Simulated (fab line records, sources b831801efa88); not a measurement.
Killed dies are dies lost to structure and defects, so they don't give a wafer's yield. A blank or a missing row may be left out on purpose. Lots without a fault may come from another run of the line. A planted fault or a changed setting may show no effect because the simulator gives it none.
A struck lot beside a sound one | flow sky130 | 16 steps out of a route of 708
Sound: wafers L446.2, L446.3, L446.5. Struck: wafer L461.2. (L461.5, L461.6 of the same lot were not struck and are left out.) The cause comes at the end.
At each step with rows: each side's tool, then ch and its chambers, then its first start. Under that, the readings that differ: sound wafers | struck wafers | difference of the means | sigmas: that difference in standard deviations of wafers without a fault.
alike: readings whose means differ by less than 2 such deviations, and words and numbers that are the same on both sides. not compared: withheld readings, readings that some wafer has no value for, bounds like >300 that may hide the same value, and numbers for which the record gives no deviation and whose values overlap.
The two part at a step that has a row with sigmas, a row that says differs or no value, or rows on one side only. Numbers that don't overlap but have no deviation are shown without sigmas and don't part them. A reading that every wafer of one side lacks parts them only if that side has two wafers or more.

SKY_LDD_P_OVL_MEAS_08:
  sound on overlay-01, day 18 17:16; struck on overlay-02, day 24 09:11
  alike: LDD_P_OVL
then, 1 step without rows for these wafers: SKY_LDD_P_IMPLANT_09.
SKY_LDD_P_STRIP_10: strips in O2/N2.
  sound on plasma_asher-01 ch 0,1, day 18 17:27; struck on plasma_asher-04 ch 0, day 24 09:22
  reading             | sound             | struck | difference | sigmas
  n2_flow_sccm (sccm) | 299.6 302.3 300.8 | 298.5  | -2.4       | -3
  alike: drypump_motor_current_A, oes_product_au, strip_time_to_endpoint_s
  not compared: rf_hours_counter_h
SKY_LDD_P_TW_MEAS_11:
  sound on film_metro-04, day 18 17:34; struck on film_metro-04, day 24 09:29
  alike: LDD_P_TW
then, 7 steps without rows for these wafers: SKY_LDD_HVN_DEHYDRATE_00 (time 60 s); SKY_LDD_HVN_HMDS_01 (prime time 60 s); SKY_LDD_HVN_COAT_02 (resist thk 300 nm); SKY_LDD_HVN_SOFTBAKE_03 (time 60 s); SKY_LDD_HVN_EXPOSE_04 (exposes mask HVNTM, target cd 700 nm); SKY_LDD_HVN_PEB_05; SKY_LDD_HVN_DEVELOP_06 (develop time 60 s).
SKY_LDD_HVN_OVL_MEAS_07:
  sound on overlay-02, day 19 23:58; struck on overlay-02, day 25 15:10
  alike: LDD_HVN_OVL
SKY_LDD_HVN_IMPLANT_08:
  sound on implanter-01 ch 0, day 20 00:02; struck on implanter-01 ch 0, day 25 15:14
SKY_LDD_HVN_STRIP_09: strips in O2/N2.
  sound on plasma_asher-03 ch 0,1, day 20 00:09; struck on plasma_asher-01 ch 1, day 25 15:21
  alike: drypump_motor_current_A, n2_flow_sccm, oes_product_au, strip_time_to_endpoint_s
  not compared: rf_hours_counter_h
SKY_LDD_HVN_TW_MEAS_10:
  sound on film_metro-03, day 20 00:16; struck on film_metro-02, day 25 15:41
  reading    | sound          | struck | difference | sigmas
  LDD_HVN_TW | 1430 1430 1432 | 1408   | -23        | -2
  not compared: hold
-- the record jumps here: 24 days lie between the struck wafers' starts before and after (it left off in module LDD_HVN and takes up again in module PAD_OPEN, whose first step shown is number 708 of the route) --
SKY_PAD_OPEN_PROBE_99:
  sound on prober-01, day 45 17:02; struck on prober-01, day 49 08:31
  reading                                        | sound             | struck | difference | sigmas
  killed_at_M4_up                                | 4 7 4             | 1      | -4         | -2
  model.etest.tip_n_5v.rs_ohm_sq                 | 1394 1388 1388    | 1622   | +232       |
  model.etest.tip_n_5v.rs_ohm_sq_range           | 22.25 41.4 31.6   | 191.2  | +159.4     |
  model.etest.tip_n_5v.rs_ohm_sq_rim_less_centre | 15.28 27.23 15.02 | -63.04 | -82.22     |
  model.etest.nfet_g5v0d10v5.r_on_ohm_um         | 1888 1867 1894    | 1923   | +40        |
  alike: killed_at_M0_to_M3, killed_at_contacts, killed_at_front_end, killed_at_other, killed_dies, killed_open, killed_short

WHERE THEY PART
First at SKY_LDD_P_STRIP_10; last, within this record, at SKY_PAD_OPEN_PROBE_99.

WHY: what the simulator had put in
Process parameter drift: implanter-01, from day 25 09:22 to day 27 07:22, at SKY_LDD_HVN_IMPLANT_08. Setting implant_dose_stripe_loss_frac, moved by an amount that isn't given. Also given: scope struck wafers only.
